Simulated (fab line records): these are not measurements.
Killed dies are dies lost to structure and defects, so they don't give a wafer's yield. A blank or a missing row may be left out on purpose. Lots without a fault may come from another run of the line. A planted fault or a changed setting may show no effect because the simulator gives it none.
The tool behind it: which one? / flow sky130 / 11 lots with 33 wafers sampled at 3 steps, on a route of 708 steps

== WHAT EACH GAUGE READ, for each wafer ==
SKY_SD_N_RS_MEAS_16: uses a four-point probe to measure.
lot=L206; measured=day 28 05:46; on=film metro-04; SD_N_RS (ohm/sq)=68.51 68.53 68.35
lot=L207; measured=day 28 18:29; on=film metro-03; SD_N_RS (ohm/sq)=68.56 68.59 68.52
lot=L212; measured=day 30 23:07; on=film metro-02; SD_N_RS (ohm/sq)=68.63 68.57 68.54
lot=L211; measured=day 30 23:44; on=film metro-03; SD_N_RS (ohm/sq)=68.40 68.54 68.58
lot=L215; measured=day 31 20:33; on=film metro-03; SD_N_RS (ohm/sq)=68.54 68.60 68.50
lot=L216; measured=day 32 03:14; on=film metro-02; SD_N_RS (ohm/sq)=68.30 68.49 68.52
lot=L222; measured=day 33 20:11; on=film metro-04; SD_N_RS (ohm/sq)=65.42 65.36 65.33
lot=L223; measured=day 33 23:27; on=film metro-02; SD_N_RS (ohm/sq)=65.33 65.34 65.47
lot=L226; measured=day 35 08:29; on=film metro-02; SD_N_RS (ohm/sq)=68.60 68.58 68.54
lot=L227; measured=day 35 08:47; on=film metro-03; SD_N_RS (ohm/sq)=68.52 68.49 68.43
lot=L228; measured=day 35 09:12; on=film metro-02; SD_N_RS (ohm/sq)=68.58 68.50 68.31

== WHAT TOOL EACH LOT RAN ON (gives the tool, then ch and the chambers of the sampled wafers, and finally the start) ==
lot=L206; SKY_SD_N_IMPLANT_09=implanter-01 ch 0, day 28 05:05; SKY_SD_N_STRIP_11=plasma asher-01 ch 0,1, day 28 05:22
lot=L207; SKY_SD_N_IMPLANT_09=implanter-02 ch 0, day 28 17:47; SKY_SD_N_STRIP_11=plasma asher-02 ch 0,1, day 28 18:05
lot=L212; SKY_SD_N_IMPLANT_09=implanter-04 ch 0, day 30 22:26; SKY_SD_N_STRIP_11=plasma asher-02 ch 0,1, day 30 22:42
lot=L211; SKY_SD_N_IMPLANT_09=implanter-02 ch 0, day 30 23:04; SKY_SD_N_STRIP_11=plasma asher-04 ch 0,1, day 30 23:20
lot=L215; SKY_SD_N_IMPLANT_09=implanter-02 ch 0, day 31 19:52; SKY_SD_N_STRIP_11=plasma asher-04 ch 0,1, day 31 20:10
lot=L216; SKY_SD_N_IMPLANT_09=implanter-01 ch 0, day 32 02:31; SKY_SD_N_STRIP_11=plasma asher-02 ch 0,1, day 32 02:48
lot=L222; SKY_SD_N_IMPLANT_09=implanter-01 ch 0, day 33 19:29; SKY_SD_N_STRIP_11=plasma asher-02 ch 0,1, day 33 19:47
lot=L223; SKY_SD_N_IMPLANT_09=implanter-01 ch 0, day 33 22:46; SKY_SD_N_STRIP_11=plasma asher-01 ch 0,1, day 33 23:04
lot=L226; SKY_SD_N_IMPLANT_09=implanter-02 ch 0, day 35 07:48; SKY_SD_N_STRIP_11=plasma asher-04 ch 0,1, day 35 08:06
lot=L227; SKY_SD_N_IMPLANT_09=implanter-02 ch 0, day 35 08:06; SKY_SD_N_STRIP_11=plasma asher-04 ch 0,1, day 35 08:24
lot=L228; SKY_SD_N_IMPLANT_09=implanter-02 ch 0, day 35 08:31; SKY_SD_N_STRIP_11=plasma asher-02 ch 0,1, day 35 08:47
- SKY_SD_N_IMPLANT_09
- SKY_SD_N_STRIP_11: strips in O2/N2.

== THE ANSWER, worked out from the rows above alone ==
Rule: the lots themselves supply what counts as usual. Put in order of their means at a reading, lots are off if they are a third of the lots or fewer, leave a main group of 4 or more, and stand apart from it by a gap of 3 or more times the standard deviation of the main group's means; of several such gaps the widest counts. The tables above print the reading to a certain number of digits; a main group whose means all agree to those digits is not used. Also off: a lot with no number at a reading for which 4 or more lots have one. Any other lot the step has rows for is counted as sound.
Off: at SKY_SD_N_RS_MEAS_16 (SD_N_RS), L222, L223. The main group: mean 68.51 ohm/sq, standard deviation 0.051.
A tool fits if, at a process step before that reading, it ran every lot that is off, and no sound lot after the first of them. Gauges at SKY_SD_N_RS_MEAS_16: tried the same way as those tools. One candidate fits, namely implanter-01 at SKY_SD_N_IMPLANT_09. Its last sound lot is L216 (day 32 02:31), its first lot that is off L222 (day 33 19:29): a fault that began between those two fits.

== WHAT THE SIMULATOR HAD INSERTED ==
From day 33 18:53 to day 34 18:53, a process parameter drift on implanter-01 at SKY_SD_N_IMPLANT_09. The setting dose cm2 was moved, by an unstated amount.
Shown lots that were struck: L222, L223. The rule given above showed the same thing.
